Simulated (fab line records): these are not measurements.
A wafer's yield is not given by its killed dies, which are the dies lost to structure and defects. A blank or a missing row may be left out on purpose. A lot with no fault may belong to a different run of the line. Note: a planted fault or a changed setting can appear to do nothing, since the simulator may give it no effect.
Struck lot and sound lot, side by side	flow sky130	17 out of 708 route steps
Sound: these wafers, L924.1, L924.2, L924.3. Wafers L931.1, L931.2, L931.4 were the ones struck. The cause comes at the end.
Per side, at each step with rows, come the tool, then ch with its chambers, and then its first start. Under that, the readings that differ: sound wafers	struck wafers	difference of the means	sigmas: that difference in standard deviations of wafers without a fault.
alike: a reading whose means differ by less than 2 such deviations, as well as words and numbers matching on both sides. not compared: withheld readings; readings where some wafer has no value; bounds like >300 that might hide an equal value; numbers whose values overlap and for which the record gives no deviation.
Wherever a step has rows on one side only, a row that says differs or no value, or a row with sigmas, the two part there. Numbers that have no deviation but don't overlap get no sigmas and don't part them. A reading missing from all wafers of one side parts the sides only when that side holds two or more wafers.

SKY_VT_ADJUST_LVTN_OVL_MEAS_07:
  sound on overlay-01 at day 7 04:41; struck on overlay-02 at day 8 22:16
  alike: VT_ADJUST_LVTN_OVL
following that, these wafers have no rows for 1 step: SKY_VT_ADJUST_LVTN_IMPLANT_08.
SKY_VT_ADJUST_LVTN_STRIP_09: strips in O2/N2.
  sound on plasma-asher-03 ch 0,1, day 7 04:52; struck on plasma-asher-03 ch 0,1, day 8 22:27
  alike: drypump-motor-current-A, o2-flow-sccm, oes-product-au, strip-time-to-endpoint-s
  not compared: rf-hours-counter-h
SKY_VT_ADJUST_LVTN_TW_MEAS_10:
  sound on film-metro-01 at day 7 04:58; struck on film-metro-03 at day 8 22:33
  alike: VT_ADJUST_LVTN_TW
then, 7 steps without rows for these wafers: SKY_VT_ADJUST_LVTN_DEHYDRATE_11 (time 60 s); SKY_VT_ADJUST_LVTN_HMDS_12 (prime time 60 s); SKY_VT_ADJUST_LVTN_COAT_13 (resist thk 1140 nm); SKY_VT_ADJUST_LVTN_SOFTBAKE_14 (time 60 s); SKY_VT_ADJUST_LVTN_EXPOSE_15 (exposes mask HVN STD DERIVED, target cd 600 nm); SKY_VT_ADJUST_LVTN_PEB_16; SKY_VT_ADJUST_LVTN_DEVELOP_17 (develop time 60 s).
SKY_VT_ADJUST_LVTN_OVL_MEAS_18:
  sound on overlay-01 at day 8 01:43; struck on overlay-02 at day 9 20:04
  alike: VT_ADJUST_LVTN_01_OVL
SKY_VT_ADJUST_LVTN_IMPLANT_19:
  sound on implanter-03 ch 0, day 8 01:45; struck on implanter-02 ch 0, day 9 20:06
reading	sound	struck	difference	sigmas
dose-ions-cm2	6.493e+11 6.489e+11 6.502e+11	4.01e+11 4.009e+11 4.009e+11	-2.49e+11	-99 or more
faraday-current-uA	3.69 3.69 3.63	2.38 2.26 2.29	-1.36	-19
SKY_VT_ADJUST_LVTN_STRIP_20: strips in O2/N2.
  sound on plasma-asher-03 ch 0,1, day 8 01:54; struck on plasma-asher-04 ch 0,1, day 9 20:15
  alike: drypump-motor-current-A, o2-flow-sccm, oes-product-au, strip-time-to-endpoint-s
  not compared: rf-hours-counter-h
SKY_VT_ADJUST_LVTN_TW_MEAS_21:
  sound on film-metro-01 at day 8 02:03; struck on film-metro-01 at day 9 20:21
reading	sound	struck	difference	sigmas
VT_ADJUST_LVTN_2_TW	189.8 191.3 191.0	165.9 165.8 166.4	-24.7	-13
then, 1 step without rows for these wafers: SKY_VT_ADJUST_NCORE_DEHYDRATE_00 (time 60 s).
-- record jumps: 38 days separate the struck wafers' starts on either side; left off in module VT_ADJUST_NCORE, taken up again in module PAD_OPEN, whose first shown step is the route's number 708 --
SKY_PAD_OPEN_PROBE_99:
  sound on prober-02 at day 46 03:17; struck on prober-01 at day 47 14:59
reading	sound	struck	difference	sigmas
model.etest.res-pwell-under-gate.rs-ohm-sq	2289 2276 2276	2327 2331 2362	+60	
model.etest.nfet-g5v0d10v5.drive-ua-um	617.1 610.2 608.9	620.4 628.2 632.8	+15.1	
model.etest.nfet_16v.drive-ua-um	223.4 222.9 221.8	229.4 229.8 235.1	+8.7	
model.etest.nfet-g5v0d10v5.body-rise-v (V)	0.6705 0.6762 0.6758	0.6295 0.6286 0.6219	-0.0475	
model.etest.nfet_16v.body-rise-v (V)	0.6665 0.6705 0.6713	0.6252 0.6211 0.6171	-0.0483	
model.etest.nfet-g5v0d10v5.vt-sat-v (V)	0.7529 0.7613 0.7808	0.7405 0.7296 0.7324	-0.0308	
model.etest.nfet-g5v0d10v5.vt-v (V)	0.812 0.8185 0.8384	0.8037 0.7937 0.796	-0.0252	
model.etest.nfet_16v.vt-v (V)	0.7636 0.7663 0.775	0.7509 0.741 0.7417	-0.0238	
  alike: killed_at_M0_to_M3, killed_at_M4_up, killed-at-contacts, killed-at-front-end, killed-at-other, killed-dies, killed-open, killed-short

## WHERE THEY PART
Last at SKY_VT_ADJUST_LVTN_TW_MEAS_21 as far as this record goes, first at SKY_VT_ADJUST_LVTN_IMPLANT_19. Later steps at which nothing parts them and some readings are alike: SKY_PAD_OPEN_PROBE_99.

WHY: what had been put in by the simulator
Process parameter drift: implanter-02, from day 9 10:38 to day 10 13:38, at SKY_VT_ADJUST_LVTN_IMPLANT_19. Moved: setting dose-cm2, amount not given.
